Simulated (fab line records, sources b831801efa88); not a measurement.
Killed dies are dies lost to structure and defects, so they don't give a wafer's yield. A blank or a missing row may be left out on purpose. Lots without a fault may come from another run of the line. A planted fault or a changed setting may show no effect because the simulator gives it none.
fab line records | flow sky130
record lots=7 wafers=21 last_day=49
route steps=708 shown METAL4@635 VIA4@639 PAD_OPEN@708
lots that met no fault: from a run of the same line without faults
start_h: hours from the record's first day to the start of the lot's first wafer shown | wait_h: hours since the lot's step before | " the same as in the row above | L1.1+2: a row that stands for several wafers | - no value, or no start given | * or withheld: withheld | < > ~ a bound
route shown NAME@n: a module of which the file shows steps, and the number in the route of the first | usual: mean/standard deviation of fault-free wafers | same: alike in all rows | chamber/n: place in a boat | sites: the reading at each site | _std_site: their standard deviation | _edge_site: outer sites' mean less inner sites' | radius_mm: how far each site lies from the wafer's centre | mask NAME#n: copy n | behind: the tool/chamber that last shaped the wafer | hold: why the lot was held/for how many hours/how that ended | device: the transistor (n, p or np) that didn't switch | end of line: the same wafers' tests at the end of the route | a step without rows: its recipe alone | killed: dies lost to structure and defects at the first sort, not the wafer's yield | map: a wafer's dies, x killed, . not, _ none there
set.NAME: the setting as run; set.NAME@STEP: as run at that earlier step | model.NAME: the simulator's own value behind a step, which no gauge read
lots at some steps of the route; a table a step, a row a wafer
services: from which hour (start_h, from the record's first day; less than 0 if before it) a tool's chamber was out of use, for how many hours, and why
## steps
# step SKY_METAL4_STRIP_19
# recipe chemistry=O2/N2 power_w=1400 pressure_mtorr=1500 platen_temp_c=withheld o2_flow_sccm=3000 n2_flow_sccm=300 overash_fraction=0.5
# usual drypump_motor_current_A=5.5/0.36 oes_product_au=0.501/0.005 strip_time_to_endpoint_s=6.51/0.07
# columns lot.wafer tool chamber start_h wait_h drypump_motor_current_A oes_product_au rf_hours_counter_h strip_time_to_endpoint_s
L728.4 plasma_asher-03 0 1002.78 0.1 5.3 0.502 - 6.43
L728.5 " 0 " " 5.3 0.492 - 6.40
L728.6 " 1 " " 5.4 0.492 - 6.47
L737.1 plasma_asher-03 1 1068.00 0.1 5.4 0.503 62 6.52
L737.5 " 0 " " 5.3 0.502 - 6.49
L737.6 " 1 " " 5.4 0.499 - 6.56
L738.1 plasma_asher-02 1 1070.92 0.1 5.4 0.506 33 6.53
L738.2 " 0 " " 6.4 0.490 33 6.38
L738.4 " 0 " " 6.4 0.503 - 6.39
L739.1 plasma_asher-02 1 1079.55 0.1 5.4 0.502 34 6.41
L739.2 " 0 " " 6.4 0.498 34 6.42
L739.5 " 0 " " 6.4 0.496 - 6.35
L740.3 plasma_asher-01 0 1079.98 0.1 5.4 0.503 - 6.57
L740.5 " 0 " " 5.4 0.499 - 6.55
L740.6 " 1 " " 5.3 0.495 - 6.50
L743.3 plasma_asher-03 0 1091.38 0.2 5.3 0.503 - 6.52
L743.4 " 1 " " 5.4 0.494 - 6.52
L743.6 " 0 " " 5.3 0.501 - 6.52
L745.2 plasma_asher-01 1 1103.27 0.1 5.3 0.507 100 6.56
L745.4 " 1 " " 5.3 0.505 - 6.60
L745.6 " 0 " " 5.4 0.505 - 6.56
# step SKY_METAL4_STRIP_20
# recipe chemistry=post_etch_residue_remover time_s=1200 temp_c=72.5
# step SKY_METAL4_CLEAN_21
# recipe chemistry=IPA time_s=180 temp_c=25
# step SKY_METAL4_CLEAN_22
# recipe chemistry=O3/DIW dry=n2_spin
# step SKY_VIA4_HDPCVD_00
# recipe material=SiO2 target_thk_nm=1750 sigma_open_frac=0.3 time_s=291.7 temp_c=400 sih4_flow_sccm=60 pressure_mtorr=6
# step SKY_VIA4_THK_MEAS_01
# recipe reads=SiO2_of_VIA4_HDPCVD_00
# usual VIA4_HDPCVD_THK=1752/14
# columns lot.wafer tool chamber start_h wait_h VIA4_HDPCVD_THK[nm]
L728.4 film_metro-02 - 1003.59 0.0 1781
L728.5 " - " " 1762
L728.6 " - " " 1731
L737.1 film_metro-02 - 1068.77 0.1 1741
L737.5 " - " " 1750
L737.6 " - " " 1756
L738.1 film_metro-03 - 1071.73 0.1 1766
L738.2 " - " " 1773
L738.4 " - " " 1750
L739.1 film_metro-02 - 1080.32 0.1 1756
L739.2 " - " " 1733
L739.5 " - " " 1778
L740.3 film_metro-03 - 1080.74 0.1 1762
L740.5 " - " " 1726
L740.6 " - " " 1745
L743.3 film_metro-02 - 1092.14 0.1 1772
L743.4 " - " " 1771
L743.6 " - " " 1752
L745.2 film_metro-02 - 1104.05 0.1 1758
L745.4 " - " " 1728
L745.6 " - " " 1764
# step SKY_VIA4_CMP_02
# recipe material=SiO2 down_force_psi=4 platen_rpm=60 pad_velocity_m_s=0.94248
# usual motor_current_A=12.1/1.2
# columns lot.wafer tool chamber start_h wait_h motor_current_A
L728.4 cmp-02 1 1003.67 0.1 12.1
L728.6 " 0 " " 12.8
L728.5 " 1 " " 11.8
L737.1 cmp-01 1 1068.83 0.1 13.2
L737.5 " 1 " " 12.9
L737.6 " 2 " " 9.1
L738.2 cmp-01 1 1071.84 0.1 13.2
L738.4 " 2 " " 8.9
L738.1 " 3 " " 12.6
L739.2 cmp-02 1 1080.48 0.1 12.5
L739.1 " 2 " " 12.2
L739.5 " 3 " " 11.2
L740.3 cmp-02 1 1080.93 0.2 12.7
L740.5 " 2 " " 12.3
L740.6 " 3 " " 11.6
L743.4 cmp-01 0 1092.23 0.1 12.5
L743.3 " 1 " " 13.5
L743.6 " 0 " " 12.6
L745.4 cmp-01 3 1104.18 0.1 12.0
L745.2 " 1 " " 12.2
L745.6 " 3 " " 12.3
# step SKY_VIA4_BOW_MEAS_03
# recipe mode=bow
# usual VIA4_BOW=81/9
# columns lot.wafer tool chamber start_h wait_h VIA4_BOW[um]
L728.4 film_metro-02 - 1003.98 0.3 86
L728.5 " - " " 85
L728.6 " - " " 86
L737.1 film_metro-03 - 1069.13 0.2 88
L737.5 " - " " 95
L737.6 " - " " 101
L738.1 film_metro-03 - 1072.09 0.1 83
L738.2 " - " " 93
L738.4 " - " " 83
L739.1 film_metro-04 - 1080.68 0.1 67
L739.2 " - " " 75
L739.5 " - " " 76
L740.3 film_metro-03 - 1081.12 0.1 81
L740.5 " - " " 76
L740.6 " - " " 91
L743.3 film_metro-03 - 1092.52 0.2 76
L743.4 " - " " 78
L743.6 " - " " 75
L745.2 film_metro-03 - 1104.50 0.2 90
L745.4 " - " " 96
L745.6 " - " " 77
# step SKY_VIA4_DEHYDRATE_04
# recipe temp_c=200 time_s=60
# step SKY_VIA4_HMDS_05
# recipe prime_time_s=60 prime_temp_c=120
# step SKY_VIA4_COAT_06
# recipe resist=NOVOLAK spin_rpm=3000 resist_thk_nm=1140
# step SKY_VIA4_SOFTBAKE_07
# recipe temp_c=90 time_s=60 resist=NOVOLAK
# step SKY_VIA4_EXPOSE_08
# recipe mask_id=VIM4 na=0.6 source_shape=conventional sigma_outer=0.6 polarization=unpolarized target_cd_nm=800 dose_mj=132
# columns lot.wafer tool chamber start_h wait_h mask
L728.4+5+6 iline_stepper-01 0 1015.29 - VIM4#0
L737.1+5+6 iline_stepper-02 0 1080.04 - VIM4#0
L738.1+2+4 iline_stepper-02 0 1082.34 - VIM4#0
L739.1+2+5 iline_stepper-02 0 1091.19 - VIM4#0
L740.3+5+6 iline_stepper-02 0 1091.46 - VIM4#0
L743.3+4+6 iline_stepper-01 0 1103.65 - VIM4#0
L745.2+4+6 iline_stepper-01 0 1113.81 - VIM4#0
# step SKY_VIA4_PEB_09
# recipe temp_c=withheld time_s=* resist=NOVOLAK
# step SKY_VIA4_DEVELOP_10
# recipe resist=NOVOLAK developer=TMAH develop_time_s=60 dev_temp_c=23
# step SKY_VIA4_OVL_MEAS_11
# usual VIA4_OVL=0.3/1.4
# columns lot.wafer tool chamber start_h wait_h VIA4_OVL[nm]
L728.4 overlay-01 - 1026.13 0.1 -1.0
L728.5 " - " " 1.0
L728.6 " - " " -2.2
L737.1 overlay-01 - 1090.24 0.1 0.5
L737.5 " - " " -0.8
L737.6 " - " " -0.5
L738.1 overlay-01 - 1092.39 0.1 0.8
L738.2 " - " " -0.6
L738.4 " - " " 1.4
L739.1 overlay-02 - 1101.81 0.1 1.0
L739.2 " - " " 3.7
L739.5 " - " " 2.4
L740.3 overlay-02 - 1102.30 0.1 0.2
L740.5 " - " " 0.3
L740.6 " - " " 0.1
L743.3 overlay-02 - 1112.90 0.1 0.1
L743.4 " - " " 0.4
L743.6 " - " " 1.3
L745.2 overlay-01 - 1123.72 0.1 -1.0
L745.4 " - " " 1.5
L745.6 " - " " 0.4
# step SKY_VIA4_ETCH_12
# recipe target=SiO2 chemistry=C4F8/O2/Ar stop_on=TiN mask_material=NOVOLAK source_w=1500 bias_w=1200 pressure_mtorr=40 c4f8_flow_sccm=withheld O2_flow_sccm=6 Ar_flow_sccm=300 time_s=withheld target_depth_a=5800
# usual oes_product_au=0.926/0.0043
# columns lot.wafer tool chamber start_h wait_h oes_product_au model.VIA4.cd_nm
L728.4 rie_diel-04 2 1026.15 0.0 0.925 802.9
L728.5 " 2 " " 0.924 802.7
L728.6 " 1 " " 0.924 801.7
L737.1 rie_diel-04 0 1090.27 0.0 0.927 797.9
L737.5 " 0 " " 0.921 799.8
L737.6 " 3 " " 0.923 799.1
L738.1 rie_diel-01 1 1092.42 0.0 0.924 797.4
L738.2 " 2 " " 0.925 846.4
L738.4 " 0 " " 0.930 798.3
L739.1 rie_diel-02 3 1101.85 0.0 0.924 802.8
L739.2 " 2 " " 0.929 848.5
L739.5 " 0 " " 0.928 803.5
L740.3 rie_diel-01 1 1102.32 0.0 0.932 801.5
L740.5 " 2 " " 0.929 801.4
L740.6 " 3 " " 0.927 846.6
L743.3 rie_diel-02 0 1112.92 0.0 0.923 803.1
L743.4 " 3 " " 0.924 802
L743.6 " 3 " " 0.920 802.1
L745.2 rie_diel-02 3 1123.75 0.0 0.932 800.7
L745.4 " 0 " " 0.927 800.6
L745.6 " 3 " " 0.932 799.4
# step SKY_VIA4_STRIP_13
# recipe chemistry=O2/N2 power_w=1400 pressure_mtorr=1500 platen_temp_c=withheld o2_flow_sccm=3000 n2_flow_sccm=300 overash_fraction=0.5
# usual drypump_motor_current_A=5.50/0.29 oes_product_au=0.710/0.0046 strip_time_to_endpoint_s=12.799/0.025
# columns lot.wafer tool chamber start_h wait_h drypump_motor_current_A oes_product_au rf_hours_counter_h strip_time_to_endpoint_s
L728.4 plasma_asher-03 0 1026.25 - 5.27 0.712 - 12.827
L728.5 " 1 " " 5.36 0.701 - 12.801
L728.6 " 0 " " 5.23 0.711 - 12.768
L737.1 plasma_asher-04 1 1090.34 - 5.80 0.710 2 12.793
L737.5 " 1 " " 5.80 0.710 - 12.823
L737.6 " 0 " " 5.44 0.710 - 12.836
L738.1 plasma_asher-03 1 1092.49 - 5.38 0.710 65 12.815
L738.2 " 0 " " 5.28 0.719 65 12.806
L738.4 " 0 " " 5.27 0.713 - 12.779
L739.1 plasma_asher-04 1 1101.92 - 5.80 0.714 3 12.840
L739.2 " 0 " " 5.43 0.708 3 12.821
L739.5 " 1 " " 5.82 0.706 - 12.774
L740.3 plasma_asher-03 1 1102.43 - 5.38 0.713 - 12.841
L740.5 " 1 " " 5.38 0.712 - 12.816
L740.6 " 0 " " 5.28 0.708 - 12.788
L743.3 plasma_asher-04 0 1113.03 - 5.45 0.706 - 12.819
L743.4 " 1 " " 5.80 0.707 - 12.819
L743.6 " 0 " " 5.42 0.707 - 12.818
L745.2 plasma_asher-04 0 1123.82 - 5.41 0.713 6 12.817
L745.4 " 0 " " 5.43 0.710 - 12.819
L745.6 " 1 " " 5.78 0.710 - 12.822
# step SKY_PAD_OPEN_PROBE_99
# usual defect_limited_yield=82.3/1.9 killed_at_M0_to_M3=43/7.4 killed_at_M4_up=3.3/2 killed_at_contacts=24/5.4 killed_at_front_end=16/4.2 killed_at_other=0.3/0.61 killed_dies=87/9.4 killed_open=47/7.3 killed_short=40/6.7 sort_bin_3_pad_short=0.9/0.43 sort_bin_5_function=10.4/1.4 sort_bin_6_memory=6.4/1.2 sort_n_pass=405/9.4 sort_yield_pct=82.3/1.9
# same gross_dies=492 killed_at_back_side=0 sort_bin_4_leakage[%]=0 sort_bin_8_speed[%]=0
# columns lot.wafer tool chamber start_h wait_h defect_limited_yield[%] killed_at_M0_to_M3 killed_at_M4_up killed_at_contacts killed_at_front_end killed_at_other killed_dies killed_open killed_short sort_bin_3_pad_short[%] sort_bin_5_function[%] sort_bin_6_memory[%] sort_n_pass sort_yield_pct[%] model.etest.via4_chain.rc_ohm
L728.4 prober-02 - 1096.00 0.2 82.5 44 2 23 17 0 86 43 43 1.4 7.5 8.5 406 82.5 0.8018
L728.5 prober-02 - 1096.05 0.2 82.9 48 5 18 13 0 84 43 41 0.8 11.8 4.5 408 82.9 0.8234
L728.6 prober-02 - 1096.10 0.2 80.9 45 6 25 18 0 94 52 42 0.4 12.0 6.7 398 80.9 0.7766
L737.1 prober-02 - 1155.38 0.1 82.1 43 1 28 16 0 88 48 40 1.0 9.6 7.3 404 82.1 0.8168
L737.5 prober-02 - 1155.58 0.2 84.3 32 4 29 12 0 77 42 35 0.8 10.6 4.3 415 84.3 0.8002
L737.6 prober-02 - 1155.63 0.2 81.9 53 3 22 11 0 89 46 43 0.6 11.4 6.1 403 81.9 0.8409
L738.1 prober-01 - 1156.84 0.1 82.5 48 2 24 12 0 86 49 35 0.8 10.6 6.1 406 82.5 0.7929
L738.2 prober-01 - 1156.89 0.1 84.3 39 5 20 13 0 77 37 38 1.2 9.1 5.3 415 84.3 0.754
L738.4 prober-01 - 1156.99 0.2 78.3 49 7 26 23 2 107 63 41 0.2 12.2 9.3 385 78.3 0.8018
L739.1 prober-02 - 1165.26 0.1 83.3 39 2 27 13 1 82 47 35 0.4 9.8 6.5 410 83.3 0.7755
L739.2 prober-02 - 1165.31 0.1 83.3 39 3 25 13 2 82 52 27 0.4 11.4 4.9 410 83.3 0.7385
L739.5 prober-02 - 1165.46 0.2 84.8 37 3 27 8 0 75 43 32 1.2 8.5 5.5 417 84.8 0.7897
L740.3 prober-02 - 1165.88 0.2 85.4 32 0 25 15 0 72 44 28 0.2 10.4 4.1 420 85.4 0.8127
L740.5 prober-02 - 1165.98 0.2 80.5 49 4 27 16 0 96 55 41 0.6 10.8 8.1 396 80.5 0.7645
L740.6 prober-02 - 1166.03 0.2 80.9 51 4 28 11 0 94 37 57 2.0 10.2 6.9 398 80.9 0.74
L743.3 prober-02 - 1175.42 0.2 82.1 42 3 27 16 0 88 38 50 0.6 11.2 6.1 404 82.1 0.8143
L743.4 prober-02 - 1175.47 0.2 81.9 34 4 33 18 0 89 48 41 1.8 10.0 6.3 403 81.9 0.8086
L743.6 prober-02 - 1175.57 0.2 81.5 49 5 24 13 0 91 49 42 1.2 10.2 7.1 401 81.5 0.7834
L745.2 prober-01 - 1183.60 0.1 78.7 59 1 32 12 1 105 59 46 2.0 12.8 6.5 387 78.7 0.7985
L745.4 prober-01 - 1183.70 0.2 82.7 41 3 18 23 0 85 43 42 0.8 10.0 6.5 407 82.7 0.7581
L745.6 prober-01 - 1183.80 0.2 77.8 58 12 21 18 0 109 56 53 1.2 12.2 8.7 383 77.8 0.8118
# killed by level:class
L728.4 VIA1:geometric_particle:open=8 CONTACT:geometric_particle:open=7 VIA1:geometric_particle:short=7 METAL1:geometric_particle:short=6 VIA2:geometric_particle:open=5 FIELD_ISO:geometric_particle:short=4 LI_CONTACT:geometric_particle:open=4 LOCAL_INTERCONNECT:geometric_particle:short=4
L728.5 VIA1:geometric_particle:open=10 CONTACT:geometric_particle:open=9 METAL2:geometric_particle:short=7 METAL1:geometric_particle:short=7 VIA3:geometric_particle:open=6 VIA2:geometric_particle:short=5 VIA2:geometric_particle:open=5 LI_CONTACT:geometric_particle:open=5
L728.6 LI_CONTACT:geometric_particle:open=11 VIA1:geometric_particle:open=9 CONTACT:geometric_particle:open=7 POLY_GATE:geometric_particle:short=6 VIA2:geometric_particle:open=6 METAL1:geometric_particle:short=6 FIELD_ISO:geometric_particle:short=5 VIA3:geometric_particle:open=5
L737.1 VIA3:geometric_particle:open=10 LOCAL_INTERCONNECT:geometric_particle:short=9 VIA1:geometric_particle:open=9 FIELD_ISO:geometric_particle:short=7 LI_CONTACT:geometric_particle:open=7 CONTACT:geometric_particle:open=6 METAL2:geometric_particle:short=5 VIA2:geometric_particle:open=4
L737.5 CONTACT:geometric_particle:open=11 LI_CONTACT:geometric_particle:open=6 VIA3:geometric_particle:open=6 FIELD_ISO:geometric_particle:short=5 LI_CONTACT:geometric_particle:short=5 VIA2:geometric_particle:open=5 CONTACT:geometric_particle:short=4 METAL2:geometric_particle:short=4
L737.6 VIA1:geometric_particle:open=11 VIA2:geometric_particle:open=8 LI_CONTACT:geometric_particle:open=7 VIA1:geometric_particle:short=7 METAL2:geometric_particle:short=7 VIA3:geometric_particle:open=6 VIA3:geometric_particle:short=5 POLY_GATE:geometric_particle:open=4
L738.1 LI_CONTACT:geometric_particle:open=10 CONTACT:geometric_particle:open=10 VIA3:geometric_particle:open=9 VIA3:geometric_particle:short=7 METAL1:geometric_particle:short=7 VIA1:geometric_particle:open=6 VIA2:geometric_particle:open=5 FIELD_ISO:geometric_particle:open=4
L738.2 CONTACT:geometric_particle:open=7 METAL1:geometric_particle:short=6 POLY_GATE:geometric_particle:open=5 LI_CONTACT:geometric_particle:open=5 VIA1:geometric_particle:open=5 VIA2:geometric_particle:open=5 VIA3:geometric_particle:open=5 METAL4:geometric_particle:short=4
L738.4 LI_CONTACT:geometric_particle:open=11 VIA1:geometric_particle:open=11 VIA3:geometric_particle:open=9 CONTACT:geometric_particle:open=8 FIELD_ISO:geometric_particle:open=7 POLY_GATE:geometric_particle:open=6 METAL1:geometric_particle:short=5 VIA2:geometric_particle:open=5
L739.1 CONTACT:geometric_particle:open=10 LI_CONTACT:geometric_particle:open=7 VIA1:geometric_particle:open=7 VIA2:geometric_particle:open=7 CONTACT:geometric_particle:short=6 VIA3:geometric_particle:open=6 VIA3:geometric_particle:short=5 FIELD_ISO:geometric_particle:short=4
L739.2 VIA1:geometric_particle:open=11 LI_CONTACT:geometric_particle:open=9 VIA3:geometric_particle:open=7 LOCAL_INTERCONNECT:geometric_particle:short=6 VIA2:geometric_particle:open=5 CONTACT:geometric_particle:open=5 POLY_GATE:geometric_particle:open=4 VIA3:geometric_particle:short=3
L739.5 VIA1:geometric_particle:open=10 LI_CONTACT:geometric_particle:open=9 CONTACT:geometric_particle:open=8 VIA2:geometric_particle:open=8 CONTACT:geometric_particle:short=5 VIA1:geometric_particle:short=5 METAL2:geometric_particle:short=5 LOCAL_INTERCONNECT:geometric_particle:short=4
L740.3 CONTACT:geometric_particle:open=12 VIA1:geometric_particle:open=9 LI_CONTACT:geometric_particle:open=7 VIA2:geometric_particle:open=5 FIELD_ISO:geometric_particle:short=4 CONTACT:geometric_particle:short=4 METAL1:geometric_particle:short=4 VIA3:geometric_particle:open=4
L740.5 VIA2:geometric_particle:open=14 CONTACT:geometric_particle:open=11 CONTACT:geometric_particle:short=9 VIA1:geometric_particle:open=8 LI_CONTACT:geometric_particle:open=5 VIA1:geometric_particle:short=5 METAL2:geometric_particle:short=5 VIA3:geometric_particle:open=5
L740.6 VIA1:geometric_particle:short=9 CONTACT:geometric_particle:open=9 LOCAL_INTERCONNECT:geometric_particle:short=8 METAL1:geometric_particle:short=6 METAL2:geometric_particle:short=6 VIA2:geometric_particle:short=6 VIA2:geometric_particle:open=6 LI_CONTACT:geometric_particle:open=4
L743.3 METAL2:geometric_particle:short=14 VIA1:geometric_particle:open=12 CONTACT:geometric_particle:short=8 LI_CONTACT:geometric_particle:open=7 CONTACT:geometric_particle:open=7 VIA1:geometric_particle:short=6 METAL1:geometric_particle:short=4 FIELD_ISO:geometric_particle:short=3
L743.4 LI_CONTACT:geometric_particle:open=12 VIA1:geometric_particle:open=9 CONTACT:geometric_particle:short=8 CONTACT:geometric_particle:open=7 METAL2:geometric_particle:short=7 FIELD_ISO:geometric_particle:short=6 FIELD_ISO:geometric_particle:open=6 VIA2:geometric_particle:open=6
L743.6 CONTACT:geometric_particle:open=11 VIA1:geometric_particle:open=10 VIA2:geometric_particle:open=8 METAL2:geometric_particle:short=7 CONTACT:geometric_particle:short=6 VIA1:geometric_particle:short=6 METAL1:geometric_particle:short=5 FIELD_ISO:geometric_particle:short=4
L745.2 VIA1:geometric_particle:open=16 CONTACT:geometric_particle:open=14 LI_CONTACT:geometric_particle:open=8 METAL1:geometric_particle:short=8 VIA2:geometric_particle:open=8 VIA2:geometric_particle:short=7 VIA3:geometric_particle:open=6 VIA1:geometric_particle:short=6
L745.4 VIA1:geometric_particle:open=11 FIELD_ISO:geometric_particle:open=6 FIELD_ISO:geometric_particle:short=6 CONTACT:geometric_particle:short=6 METAL1:geometric_particle:short=6 VIA3:geometric_particle:open=6 METAL2:geometric_particle:open=5 LI_CONTACT:geometric_particle:open=4
L745.6 VIA1:geometric_particle:open=13 METAL4:geometric_particle:short=10 METAL2:geometric_particle:short=9 FIELD_ISO:geometric_particle:open=8 METAL1:geometric_particle:short=8 VIA2:geometric_particle:open=7 CONTACT:geometric_particle:short=7 CONTACT:geometric_particle:open=7
## services
# columns tool chamber start_h hours kind
cmp-02 - 980.36 0.3 repair
cmp-02 - 994.34 8.3 repair
iline_stepper-01 - 1021.30 1.7 pm
rie_diel-02 1 1023.04 21.3 repair
cmp-01 - 1028.42 2.2 repair
cmp-01 - 1031.06 1.0 repair
cmp-02 - 1034.54 1.0 repair
iline_stepper-02 - 1048.60 0.5 repair
plasma_asher-04 - 1055.25 9.0 pm
rie_diel-02 3 1058.18 2.2 repair
cmp-02 - 1062.84 3.5 repair
rie_diel-02 2 1071.29 8.0 repair
rie_diel-02 - 1072.31 5.8 repair
iline_stepper-01 - 1077.49 21.7 repair
rie_diel-02 0 1081.04 14.2 repair
plasma_asher-04 - 1083.20 3.8 repair
plasma_asher-04 - 1085.09 2.1 repair
cmp-02 - 1091.30 4.0 pm
plasma_asher-03 - 1094.04 4.5 repair
iline_stepper-02 - 1095.23 1.5 repair
cmp-02 - 1097.60 5.0 pm
cmp-02 - 1103.96 1.7 repair
cmp-02 - 1111.88 6.0 pm
iline_stepper-02 - 1112.66 1.7 pm
## key
first_sign none at tools or gauges
model_effect step=SKY_VIA4_ETCH_12 value=VIA4.cd_nm without=801.5 struck=847.2
model_effect step=SKY_PAD_OPEN_PROBE_99 value=etest.via4_chain.rc_ohm without=0.8104 struck=0.7442
met_at SKY_VIA4_EXPOSE_08
struck_wafers L738.2,L739.2,L740.6
onset_between 1080.04 1082.34
fault kind=process_parameter_drift tool=iline_stepper-02 chamber=- onset_h=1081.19 steps=SKY_VIA4_EXPOSE_08 channel=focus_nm offset=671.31 shape=step end_h=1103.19 scope=struck_wafers_only
